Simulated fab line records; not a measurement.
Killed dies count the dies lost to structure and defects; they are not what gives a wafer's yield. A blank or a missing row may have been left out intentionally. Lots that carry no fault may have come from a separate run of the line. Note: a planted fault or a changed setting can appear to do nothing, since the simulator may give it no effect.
Which tool did it? + flow gf180mcu + 42 wafers from 14 lots sampled at 4 of the route's 602 steps

WHAT EACH GAUGE READ, for each wafer
GF_HV_LDD_OVL_MEAS_32. Usual: for HV_LDD_02_OVL the level is 0.9 nm and the standard deviation is 1.5.
| lot  | measured     | on         | HV_LDD_02_OVL (nm) | flag |
|------|--------------|------------|--------------------|------|
| L712 | day 11 14:28 | overlay-02 | -1.0 -1.0 -0.6     |      |
| L713 | day 12 10:58 | overlay-02 | -1.9 -1.3 -1.6     |      |
| L720 | day 14 08:10 | overlay-02 | 3.6 1.0 2.9        |      |
| L721 | day 14 21:05 | overlay-02 | 1.0 2.1 -0.4       |      |
| L722 | day 14 21:23 | overlay-01 | 0.6 0.5 0.7        |      |
| L725 | day 15 16:40 | overlay-01 | 2.8 1.4 2.9        |      |
| L726 | day 16 00:41 | overlay-01 | 1.6 4.4 3.3        |      |
| L728 | day 16 15:01 | overlay-01 | 0.4 -0.2 0.8       |      |
| L729 | day 16 21:55 | overlay-02 | 1.3 0.7 1.6        |      |
| L731 | day 17 16:39 | overlay-02 | 0.9 -0.6 -0.2      |      |
| L732 | day 18 03:23 | overlay-01 | 2.9 0.7 2.9        |      |
| L733 | day 18 13:02 | overlay-01 | 1.9 1.9 -2.2       |      |
| L734 | day 18 16:34 | overlay-01 | 1.5 1.3 2.1        |      |
| L735 | day 18 22:14 | overlay-01 | 1.6 0.9 0.2        |      |

GF_PSD_OVL_MEAS_08. Usual: for PSD_OVL the level is 0.3 nm and the standard deviation is 1.3.
| lot  | measured     | on         | PSD_OVL (nm)   | flag |
|------|--------------|------------|----------------|------|
| L712 | day 14 04:17 | overlay-02 | 1.4 1.7 1.7    |      |
| L713 | day 15 04:49 | overlay-01 | 0.3 2.7 1.7    |      |
| L720 | day 17 07:25 | overlay-02 | 1.7 1.8 1.1    |      |
| L721 | day 17 19:22 | overlay-02 | 0.8 1.6 0.2    |      |
| L722 | day 17 19:59 | overlay-02 | 0.2 1.8 0.0    |      |
| L725 | day 18 17:17 | overlay-01 | 1.9 0.9 2.1    |      |
| L726 | day 19 02:47 | overlay-01 | 1.5 0.9 -0.7   |      |
| L728 | day 19 19:23 | overlay-02 | 0.0 -1.0 -1.4  |      |
| L729 | day 20 01:54 | overlay-02 | 0.4 0.5 -0.4   |      |
| L731 | day 20 22:19 | overlay-02 | -1.9 -0.1 -2.2 |      |
| L732 | day 21 09:47 | overlay-02 | 1.4 2.1 0.4    |      |
| L733 | day 21 17:59 | overlay-01 | -1.2 -0.4 -1.1 |      |
| L734 | day 21 21:22 | overlay-01 | -0.2 0.5 -0.8  |      |
| L735 | day 22 03:11 | overlay-02 | 0.7 3.5 0.4    |      |

WHICH TOOL RAN EACH LOT (tool, then ch and the chambers of the sampled wafers, then the start)
| lot  | GF_HV_LDD_STRIP_49                  | GF_NSD_SOFTBAKE_03               |
|------|-------------------------------------|----------------------------------|
| L712 | plasmaAsher-04 ch 0,1, day 12 10:50 | lithoTrack-01 ch 0, day 12 23:20 |
| L713 | plasmaAsher-04 ch 0,1, day 13 07:11 | lithoTrack-01 ch 0, day 13 20:32 |
| L720 | plasmaAsher-02 ch 0,1, day 15 06:59 | lithoTrack-04 ch 0, day 15 20:55 |
| L721 | plasmaAsher-03 ch 0,1, day 15 18:53 | lithoTrack-04 ch 0, day 16 08:23 |
| L722 | plasmaAsher-04 ch 0,1, day 15 19:01 | lithoTrack-03 ch 0, day 16 10:26 |
| L725 | plasmaAsher-04 ch 1, day 16 15:29   | lithoTrack-03 ch 0, day 17 05:11 |
| L726 | plasmaAsher-04 ch 0,1, day 16 23:02 | lithoTrack-01 ch 0, day 17 14:22 |
| L728 | plasmaAsher-03 ch 0,1, day 17 14:50 | lithoTrack-03 ch 0, day 18 05:59 |
| L729 | plasmaAsher-04 ch 0,1, day 17 21:47 | lithoTrack-03 ch 0, day 18 12:53 |
| L731 | plasmaAsher-02 ch 0,1, day 18 17:05 | lithoTrack-03 ch 0, day 19 09:10 |
| L732 | plasmaAsher-03 ch 0,1, day 19 04:34 | lithoTrack-01 ch 0, day 19 20:01 |
| L733 | plasmaAsher-04 ch 0,1, day 19 14:41 | lithoTrack-03 ch 0, day 20 05:50 |
| L734 | plasmaAsher-04 ch 1, day 19 17:54   | lithoTrack-04 ch 0, day 20 09:02 |
| L735 | plasmaAsher-02 ch 0, day 19 23:59   | lithoTrack-01 ch 0, day 20 14:32 |
- GF_HV_LDD_STRIP_49: strips in O2/N2.
- GF_NSD_SOFTBAKE_03: time 60 s.

AS READ BY THE TOOLS THEMSELVES (means over the sampled wafers that have a number; for cases with no such wafer, the mark the record gives instead)
GF_HV_LDD_STRIP_49. Usual: drypumpMotorCurrentA 5.7 A, standard deviation 0.49; heaterPowerW 346 W, standard deviation 51; oesProductAu 0.716 a.u., standard deviation 0.0048; platenTempC 249.99 C, standard deviation 0.17; stripTimeToEndpointS 12.63 s, standard deviation 0.036.
| lot  | tool           | drypumpMotorCurrentA (A) | heaterPowerW (W) | oesProductAu (a.u.) | platenTempC (C) | stripTimeToEndpointS (s) | flag |
|------|----------------|--------------------------|------------------|---------------------|-----------------|--------------------------|------|
| L712 | plasmaAsher-04 | 5.2                      | 349              | 0.713               | 250.09          | 12.61                    |      |
| L713 | plasmaAsher-04 | 5.3                      | 390              | 0.713               | 250.08          | 12.66                    |      |
| L720 | plasmaAsher-02 | 6.2                      | 324              | 0.714               | 249.94          | 12.68                    |      |
| L721 | plasmaAsher-03 | 5.9                      | 328              | 0.716               | 249.91          | 12.64                    |      |
| L722 | plasmaAsher-04 | 5.3                      | 390              | 0.716               | 250.12          | 12.66                    |      |
| L725 | plasmaAsher-04 | 5.1                      | 310              | 0.720               | 249.86          | 12.59                    |      |
| L726 | plasmaAsher-04 | 5.2                      | 353              | 0.712               | 249.94          | 12.68                    |      |
| L728 | plasmaAsher-03 | 5.9                      | 329              | 0.711               | 249.93          | 12.61                    |      |
| L729 | plasmaAsher-04 | 5.3                      | 354              | 0.722               | 249.96          | 12.63                    |      |
| L731 | plasmaAsher-02 | 6.1                      | 323              | 0.718               | 249.86          | 12.68                    |      |
| L732 | plasmaAsher-03 | 6.2                      | 308              | 0.717               | 250.04          | 12.64                    |      |
| L733 | plasmaAsher-04 | 5.2                      | 358              | 0.716               | 249.91          | 12.61                    |      |
| L734 | plasmaAsher-04 | 5.1                      | 321              | 0.719               | 250.02          | 12.64                    |      |
| L735 | plasmaAsher-02 | 6.0                      | 325              | 0.713               | 249.91          | 12.64                    |      |

GF_NSD_SOFTBAKE_03. Usual: heaterPowerTotalW 56.60 W, standard deviation 0.046; runLengthS 89.1 s, standard deviation 0.31.
| lot  | tool          | heaterPowerTotalW (W) | runLengthS (s) | flag |
|------|---------------|-----------------------|----------------|------|
| L712 | lithoTrack-01 | 56.60                 | 88.7           |      |
| L713 | lithoTrack-01 | 56.58                 | 88.8           |      |
| L720 | lithoTrack-04 | 60.04                 | 79.1           | OFF  |
| L721 | lithoTrack-04 | 60.09                 | 79.1           | OFF  |
| L722 | lithoTrack-03 | 56.61                 | 89.5           |      |
| L725 | lithoTrack-03 | 56.58                 | 89.5           |      |
| L726 | lithoTrack-01 | 56.60                 | 88.8           |      |
| L728 | lithoTrack-03 | 56.57                 | 89.5           |      |
| L729 | lithoTrack-03 | 56.57                 | 89.6           |      |
| L731 | lithoTrack-03 | 56.60                 | 89.5           |      |
| L732 | lithoTrack-01 | 56.60                 | 88.9           |      |
| L733 | lithoTrack-03 | 56.61                 | 89.5           |      |
| L734 | lithoTrack-04 | 56.57                 | 89.0           |      |
| L735 | lithoTrack-01 | 56.57                 | 88.8           |      |

THE ANSWER, worked out from the rows above alone
Rule: a lot counts as off when the mean over its wafers that have a number is more than 3 standard deviations away from the usual mean. Also off: a lot with no number at a reading for which 4 or more lots have one. Any other lot the step has rows for is counted as sound. Order of review: gauges by route order, followed by the tools' own readings, for which a lot's mean as printed above is used. At the first step where some lot is off, the reading lying furthest off is the one used; lots without a number count as furthest.
Off at GF_NSD_SOFTBAKE_03 (heaterPowerTotalW): L720, L721.
If a tool, at that step or one of the process steps before it, ran each lot that is off and ran no sound lot following the first of them, it fits. No candidate that was tried fits.

WHAT HAD BEEN PUT IN BY THE SIMULATOR
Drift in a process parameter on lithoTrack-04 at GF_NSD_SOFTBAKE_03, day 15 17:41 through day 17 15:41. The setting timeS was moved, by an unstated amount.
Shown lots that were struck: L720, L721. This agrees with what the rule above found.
